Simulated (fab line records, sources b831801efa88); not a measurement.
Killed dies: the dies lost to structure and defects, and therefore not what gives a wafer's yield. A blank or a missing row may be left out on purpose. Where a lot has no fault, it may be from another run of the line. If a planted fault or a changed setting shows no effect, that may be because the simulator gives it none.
Matching of chambers | flow sky130 | SKY_VIA1_ETCH_15 on rie_diel-01: 4 sister chambers
The step etches SiO2 in C4F8/O2/Ar, stops on TiN, target depth 351 nm, time 54 s. 4 wafers are shown with their chamber, then 9 later ones without.

== WAFERS PAIRED WITH THEIR CHAMBERS ==
wafer  | chamber | oes_product_au (a.u.)
L080.5 | 1       | 0.980
L084.2 | 0       | 0.980
L087.2 | 2       | 0.973
L087.5 | 3       | 0.975

== WAFERS WHOSE CHAMBER IS MISSING ==
wafer  | oes_product_au (a.u.)
L091.1 | 0.976
L091.2 | 0.986
L091.5 | 0.982
L093.1 | 0.988
L093.3 | 0.980
L093.6 | 0.988
L095.1 | 0.982
L095.4 | 0.975
L095.6 | 0.981

== CHAMBER TAKEN BY EACH ==
wafer  | from the rows above               | in truth
L091.1 | can't be placed: 3 or 2 or 0 or 1 | 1
L091.2 | can't be placed: 0 or 1 or 3 or 2 | 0
L091.5 | can't be placed: 0 or 1 or 3 or 2 | 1
L093.1 | can't be placed: 0 or 1 or 3 or 2 | 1
L093.3 | can't be placed: 0 or 1 or 3 or 2 | 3
L093.6 | can't be placed: 0 or 1 or 3 or 2 | 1
L095.1 | can't be placed: 0 or 1 or 3 or 2 | 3
L095.4 | can't be placed: 3 or 2 or 0 or 1 | 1
L095.6 | can't be placed: 0 or 1 or 3 or 2 | 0
Correct placement for 0 of the 9. These rows do not allow placing 9 (true chamber among the candidates in 9). Placed wrongly: 0.
How it was worked out, from the rows above alone: a wafer's distance from a chamber is the root of the sum, over the readings, of the square of ((its reading less the chamber's mean) divided by the reading's scatter). If the next closest chamber is less than 2 further off than the closest, the wafer can't be placed; otherwise it belongs to the closest. A chamber's mean is the mean of its shown wafers. The scatter: root of mean squared gap, hidden wafer to nearest shown wafer, with one shown wafer a chamber.
